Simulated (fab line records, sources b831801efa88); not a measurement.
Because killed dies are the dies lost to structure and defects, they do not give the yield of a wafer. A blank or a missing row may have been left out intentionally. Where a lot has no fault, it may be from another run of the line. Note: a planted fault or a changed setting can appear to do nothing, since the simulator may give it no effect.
fab line records -- flow sky130
[record] lots = 6, wafers = 18, last_day = 50
route steps=708 shown NWELL@78 PWDE@84 VT_ADJUST_HVTP@85
lots with no fault: from the same line, run without faults
start_h: start of the lot's first displayed wafer, in hours after the record's first day -- wait_h: time in hours since the lot's previous step -- " same as the row above -- L1.1+2: one row covering several wafers at once -- - either no value or no given start -- * or withheld: withheld -- < > ~ a bound
route shown NAME@n: NAME is a module with steps in the file, n the number in the route of the first one -- usual: mean and standard deviation over wafers with no fault -- same: alike in all rows -- chamber/n: place in a boat -- sites: the reading at each site -- _std_site: the standard deviation of these -- _edge_site: inner sites' mean taken away from outer sites' mean -- radius_mm: for every site, how far away it sits from the centre of the wafer -- mask NAME#n: copy n -- behind: the last tool/chamber to shape the wafer -- hold: reason for holding the lot/hours on hold/outcome of the hold -- device: the n, p or np transistor that did not switch -- end of line: tests run on the same wafers once the route is complete -- a step without rows: its recipe alone -- killed: dies that structure and defects cost at the first sort, which is not the same as the wafer's yield -- map: dies across one wafer; x = killed, . = not, _ = none there
set.NAME: the run value of the setting; set.NAME@STEP: its run value at that earlier step -- model.NAME: the simulator's own value behind a step, which no gauge read
lots at selected steps of the route; one table per step, one row per wafer
services: from which hour (start_h, from the record's first day; less than 0 if before it) a tool's chamber was out of use, for how many hours, and why
[[steps]]
[step SKY_NWELL_STRIP_25]
[recipe] chemistry = O2/N2, power_w = 1400, pressure_mtorr = 1500, platen_temp_c = withheld, o2_flow_sccm = 3000, n2_flow_sccm = 300, overash_fraction = 0.5
[usual] drypump_motor_current_A = 5.40/0.23, oes_product_au = 0.723/0.0047, strip_time_to_endpoint_s = 36.95/0.12
lot.wafer,tool,chamber,start_h,wait_h,drypump_motor_current_A,oes_product_au,rf_hours_counter_h,strip_time_to_endpoint_s
L616.2,plasma_asher-02,0,121.94,0.1,5.67,0.724,45,37.14
L616.4,plasma_asher-02,0,121.94,0.1,5.66,0.724,-,37.20
L616.5,plasma_asher-02,0,121.94,0.1,5.72,0.721,-,37.17
L626.3,plasma_asher-01,0,199.07,0.1,5.35,0.726,-,36.98
L626.4,plasma_asher-01,1,199.07,0.1,5.70,0.720,-,37.11
L626.6,plasma_asher-01,0,199.07,0.1,5.34,0.723,-,37.05
L628.2,plasma_asher-02,0,211.00,0.1,5.68,0.725,54,36.90
L628.4,plasma_asher-02,1,211.00,0.1,5.42,0.721,-,36.97
L628.5,plasma_asher-02,1,211.00,0.1,5.41,0.720,-,36.78
L630.1,plasma_asher-02,1,218.05,0.1,5.42,0.724,54,37.08
L630.3,plasma_asher-02,0,218.05,0.1,5.67,0.730,-,37.01
L630.4,plasma_asher-02,1,218.05,0.1,5.43,0.719,-,37.06
L634.3,plasma_asher-03,0,231.93,0.1,5.01,0.730,-,36.83
L634.4,plasma_asher-03,1,231.93,0.1,5.38,0.715,-,36.84
L634.6,plasma_asher-03,0,231.93,0.1,5.03,0.721,-,36.87
L636.2,plasma_asher-02,1,241.65,0.1,5.42,0.722,57,37.05
L636.5,plasma_asher-02,1,241.65,0.1,5.41,0.719,-,37.02
L636.6,plasma_asher-02,0,241.65,0.1,5.70,0.720,-,37.06
[step SKY_NWELL_TW_MEAS_26]
[usual] NWELL_2_TW = 495/3.5
lot.wafer,tool,chamber,start_h,wait_h,NWELL_2_TW
L616.2,film_metro-02,-,122.05,0.1,491
L616.4,film_metro-02,-,122.05,0.1,494
L616.5,film_metro-02,-,122.05,0.1,487
L626.3,film_metro-02,-,199.15,0.1,491
L626.4,film_metro-02,-,199.15,0.1,492
L626.6,film_metro-02,-,199.15,0.1,491
L628.2,film_metro-04,-,211.11,0.1,497
L628.4,film_metro-04,-,211.11,0.1,498
L628.5,film_metro-04,-,211.11,0.1,496
L630.1,film_metro-04,-,218.15,0.1,500
L630.3,film_metro-04,-,218.15,0.1,496
L630.4,film_metro-04,-,218.15,0.1,497
L634.3,film_metro-04,-,232.02,0.1,496
L634.4,film_metro-04,-,232.02,0.1,496
L634.6,film_metro-04,-,232.02,0.1,495
L636.2,film_metro-04,-,241.76,0.1,495
L636.5,film_metro-04,-,241.76,0.1,497
L636.6,film_metro-04,-,241.76,0.1,494
[step SKY_NWELL_CLEAN_27]
[recipe] chemistry = SC1/SC2, mix = 1:4:20, temp_c = 70, time_s = 150, dry = n2_spin
[step SKY_NWELL_RTA_28]
[recipe] temp_c = 1050, time_s = 30, idle_temp_c = 650, ramp_up_c_per_s = 150, ramp_down_c_per_s = 90, ambient = N2
[usual] lamp_power_pct = 25.30/0.052, ramp_up_c_per_s = 150.00/0.027, wafer_temp_C_max = 1054.8/0.89
[same] time_s = 30
lot.wafer,tool,chamber,start_h,wait_h,lamp_power_pct,ramp_up_c_per_s,wafer_temp_C_max
L616.2,rtp_anneal-01,0,122.16,0.0,25.24,149.97,1054.6
L616.4,rtp_anneal-01,0,122.16,0.0,25.39,150.03,1055.3
L616.5,rtp_anneal-01,0,122.16,0.0,25.34,149.98,1053.5
L626.3,rtp_anneal-01,0,199.28,0.0,25.30,150.00,1054.9
L626.4,rtp_anneal-01,0,199.28,0.0,25.29,149.97,1056.2
L626.6,rtp_anneal-01,0,199.28,0.0,25.32,150.01,1056.1
L628.2,rtp_anneal-01,0,211.23,0.0,25.34,149.97,1054.4
L628.4,rtp_anneal-01,0,211.23,0.0,25.32,150.01,1053.9
L628.5,rtp_anneal-01,0,211.23,0.0,25.33,150.00,1054.4
L630.1,rtp_anneal-01,0,218.26,0.0,25.31,150.05,1054.3
L630.3,rtp_anneal-01,0,218.26,0.0,25.23,150.01,1054.5
L630.4,rtp_anneal-01,0,218.26,0.0,25.24,150.05,1054.7
L634.3,rtp_anneal-02,0,232.14,0.0,25.34,150.02,1053.8
L634.4,rtp_anneal-02,0,232.14,0.0,25.35,150.05,1054.3
L634.6,rtp_anneal-02,0,232.14,0.0,25.28,150.02,1053.6
L636.2,rtp_anneal-02,0,241.87,0.0,25.32,150.05,1055.0
L636.5,rtp_anneal-02,0,241.87,0.0,25.25,150.00,1053.9
L636.6,rtp_anneal-02,0,241.87,0.0,25.33,150.01,1055.7
[step SKY_NWELL_RS_MEAS_29]
[recipe] thk_meas_gauge = four-point-probe
[usual] NWELL_RS = 624.6/1.7
lot.wafer,tool,chamber,start_h,wait_h,NWELL_RS[ohm/sq]
L616.2,film_metro-04,-,122.27,0.1,625.6
L616.4,film_metro-04,-,122.27,0.1,623.8
L616.5,film_metro-04,-,122.27,0.1,623.3
L626.3,film_metro-04,-,199.39,0.1,625.2
L626.4,film_metro-04,-,199.39,0.1,623.9
L626.6,film_metro-04,-,199.39,0.1,622.6
L628.2,film_metro-01,-,211.33,0.1,624.6
L628.4,film_metro-01,-,211.33,0.1,625.1
L628.5,film_metro-01,-,211.33,0.1,625.0
L630.1,film_metro-02,-,218.36,0.1,626.6
L630.3,film_metro-02,-,218.36,0.1,624.8
L630.4,film_metro-02,-,218.36,0.1,623.8
L634.3,film_metro-04,-,232.25,0.1,627.3
L634.4,film_metro-04,-,232.25,0.1,627.5
L634.6,film_metro-04,-,232.25,0.1,625.7
L636.2,film_metro-04,-,241.98,0.1,620.4
L636.5,film_metro-04,-,241.98,0.1,622.0
L636.6,film_metro-04,-,241.98,0.1,621.9
[step SKY_NWELL_RS_MEAS_31]
[recipe] thk_meas_gauge = four-point-probe
[usual] PWDE_RS = 5272/19
lot.wafer,tool,chamber,start_h,wait_h,PWDE_RS[ohm/sq]
L616.2,film_metro-04,-,122.51,0.1,5271
L616.4,film_metro-04,-,122.51,0.1,5258
L616.5,film_metro-04,-,122.51,0.1,5269
L626.3,film_metro-04,-,199.63,0.1,5278
L626.4,film_metro-04,-,199.63,0.1,5277
L626.6,film_metro-04,-,199.63,0.1,5288
L628.2,film_metro-01,-,211.57,0.1,5274
L628.4,film_metro-01,-,211.57,0.1,5299
L628.5,film_metro-01,-,211.57,0.1,5292
L630.1,film_metro-02,-,218.60,0.1,5288
L630.3,film_metro-02,-,218.60,0.1,5293
L630.4,film_metro-02,-,218.60,0.1,5268
L634.3,film_metro-04,-,232.49,0.1,5282
L634.4,film_metro-04,-,232.49,0.1,5253
L634.6,film_metro-04,-,232.49,0.1,5254
L636.2,film_metro-04,-,242.22,0.1,5268
L636.5,film_metro-04,-,242.22,0.1,5243
L636.6,film_metro-04,-,242.22,0.1,5249
[step SKY_VT_ADJUST_HVTP_DEHYDRATE_00]
[recipe] temp_c = 200, time_s = 60
[step SKY_VT_ADJUST_HVTP_HMDS_01]
[recipe] prime_time_s = 60, prime_temp_c = 120
[step SKY_VT_ADJUST_HVTP_COAT_02]
[recipe] resist = NOVOLAK, spin_rpm = 3000, resist_thk_nm = 1140
[step SKY_VT_ADJUST_HVTP_SOFTBAKE_03]
[recipe] temp_c = 90, time_s = 60, resist = NOVOLAK
[step SKY_VT_ADJUST_HVTP_EXPOSE_04]
[recipe] mask_id = HVTPM, na = 0.6, source_shape = conventional, sigma_outer = 0.6, polarization = unpolarized, target_cd_nm = 380, dose_mj = 140
[step SKY_VT_ADJUST_HVTP_PEB_05]
[recipe] temp_c = withheld, time_s = *, resist = NOVOLAK
[usual] chill_plate_temp_C = *, exhaust_pa = 45.1/0.92, resist_line_temp_C = *, time_s = *
lot.wafer,tool,chamber,start_h,wait_h,chill_plate_temp_C,exhaust_pa,resist_line_temp_C,time_s
L616.2,litho_track-02,0,140.31,-,*,45.9,*,*
L616.4,litho_track-02,0,140.31,-,*,45.9,*,*
L616.5,litho_track-02,0,140.31,-,*,45.8,*,*
L626.3,litho_track-03,0,221.61,-,*,44.8,*,*
L626.4,litho_track-03,0,221.61,-,*,45.7,*,*
L626.6,litho_track-03,0,221.61,-,*,44.4,*,*
L628.2,litho_track-03,-,232.98,-,-,-,-,-
L628.4,litho_track-03,-,232.98,-,-,-,-,-
L628.5,litho_track-03,-,232.98,-,-,-,-,-
L630.1,litho_track-02,-,240.29,-,-,-,-,-
L630.3,litho_track-02,-,240.29,-,-,-,-,-
L630.4,litho_track-02,-,240.29,-,-,-,-,-
L634.3,litho_track-04,0,255.55,-,*,44.5,*,*
L634.4,litho_track-04,0,255.55,-,*,44.4,*,*
L634.6,litho_track-04,0,255.55,-,*,44.2,*,*
L636.2,litho_track-03,0,264.88,-,*,45.9,*,*
L636.5,litho_track-03,0,264.88,-,*,46.3,*,*
L636.6,litho_track-03,0,264.88,-,*,46.6,*,*
[step SKY_VT_ADJUST_HVTP_DEVELOP_06]
[recipe] resist = NOVOLAK, developer = TMAH, develop_time_s = 60, dev_temp_c = 23
[[services]]
tool,chamber,start_h,hours,kind
plasma_asher-01,-,108.75,9.0,pm
plasma_asher-01,0,108.75,9.7,vent_cycle
plasma_asher-01,1,108.75,9.7,vent_cycle
plasma_asher-01,-,114.63,3.8,repair
plasma_asher-01,0,117.75,-,clean
plasma_asher-01,1,117.75,-,clean
litho_track-04,-,214.23,-,consumable_replace:filter
plasma_asher-02,-,229.67,0.4,repair
plasma_asher-01,-,239.68,2.9,repair
[[key]]
[first_sign] step = SKY_VT_ADJUST_HVTP_PEB_05, reading = tool_record, direction = missing
effect none on later readings
met_at SKY_VT_ADJUST_HVTP_PEB_05
struck_wafers L628.2,L628.4,L628.5,L630.1,L630.3,L630.4
sort_left_out L628.2,L628.4,L628.5,L630.1,L630.3,L630.4
tester_left_out L628,L630
onset_between 221.61 232.98
[fault] kind = skipped_step_whole, tool = litho_track-02,litho_track-03, chamber = -, onset_h = 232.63, steps = SKY_VT_ADJUST_HVTP_PEB_05, scope = struck_lots_only
// tester_left_out: of these lots the tester's yield and bins aren't shown, on N5 and GAA mostly nor the transistor test; their killed dies are dies lost to structure and defects alone, not to doping, threshold or leakage, so they don't give the yield
// sort_left_out: the simulated sort isn't trusted on such a fault, so these wafers' sort isn't shown, and their yield isn't known
